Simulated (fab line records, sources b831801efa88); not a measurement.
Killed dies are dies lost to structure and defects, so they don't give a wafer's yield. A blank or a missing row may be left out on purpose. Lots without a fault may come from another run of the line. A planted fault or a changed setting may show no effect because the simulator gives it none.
A struck lot beside a sound one | flow sky130 | 17 steps out of a route of 708
Sound: wafers L328.2, L328.3, L328.5. Struck: wafers L332.3, L332.5, L332.6. The cause comes at the end.
At each step with rows: each side's tool, then ch and its chambers, then its first start. Under that, the readings that differ: sound wafers | struck wafers | difference of the means | sigmas: that difference in standard deviations of wafers without a fault.
alike: readings whose means differ by less than 2 such deviations, and words and numbers that are the same on both sides. not compared: withheld readings, readings that some wafer has no value for, bounds like >300 that may hide the same value, and numbers for which the record gives no deviation and whose values overlap.
The two part at a step that has a row with sigmas, a row that says differs or no value, or rows on one side only. Numbers that don't overlap but have no deviation are shown without sigmas and don't part them. A reading that every wafer of one side lacks parts them only if that side has two wafers or more.

first, 2 steps without rows for these wafers: SKY_NWELL_IMPLANT_12; SKY_NWELL_IMPLANT_13.
SKY_NWELL_STRIP_14: strips in O2/N2.
  sound on plasma_asher-02 ch 0, day 5 14:58; struck on plasma_asher-02 ch 0,1, day 6 12:04
  alike: drypump_motor_current_A, oes_product_au, strip_time_to_endpoint_s
  not compared: rf_hours_counter_h
SKY_NWELL_TW_MEAS_15:
  sound on film_metro-04, day 5 15:04; struck on film_metro-02, day 6 12:09
  alike: NWELL_TW
then, 7 steps without rows for these wafers: SKY_NWELL_DEHYDRATE_16 (time 60 s); SKY_NWELL_HMDS_17 (prime time 60 s); SKY_NWELL_COAT_18 (resist thk 3000 nm); SKY_NWELL_SOFTBAKE_19; SKY_NWELL_EXPOSE_20 (exposes mask NWM COMPLEMENT, target cd 840 nm); SKY_NWELL_PEB_21; SKY_NWELL_DEVELOP_22 (develop time 60 s).
SKY_NWELL_OVL_MEAS_23:
  sound on overlay-01, day 6 09:20; struck on overlay-01, day 7 07:32
  alike: NWELL_01_OVL
SKY_NWELL_IMPLANT_24:
  sound on implanter-02 ch 0, day 6 09:23; struck on implanter-04 ch 0, day 7 07:37
  reading                   | sound             | struck            | difference | sigmas
  implant_ion_amu           | 11 11 11          | 49 49 49          | +38        |
  model.implant.drp_nm (nm) | 95.47 95.47 95.47 | 44.43 44.43 44.43 | -51.04     |
  alike: beam_on_s
SKY_NWELL_STRIP_25: strips in O2/N2.
  sound on plasma_asher-02 ch 0, day 6 09:31; struck on plasma_asher-03 ch 0,1, day 7 07:45
  alike: drypump_motor_current_A, oes_product_au, strip_time_to_endpoint_s
  not compared: rf_hours_counter_h
SKY_NWELL_TW_MEAS_26:
  sound on film_metro-02, day 6 09:38; struck on film_metro-04, day 7 07:50
  reading    | sound       | struck      | difference | sigmas
  NWELL_2_TW | 502 504 506 | 954 956 950 | +449       | +67
then, 2 steps without rows for these wafers: SKY_NWELL_CLEAN_27 (cleans in SC1/SC2, time 150 s); SKY_PAD_OPEN_PROBE_99.

WHERE THEY PART
Only at SKY_NWELL_TW_MEAS_26, within this record.

WHY: what the simulator had put in
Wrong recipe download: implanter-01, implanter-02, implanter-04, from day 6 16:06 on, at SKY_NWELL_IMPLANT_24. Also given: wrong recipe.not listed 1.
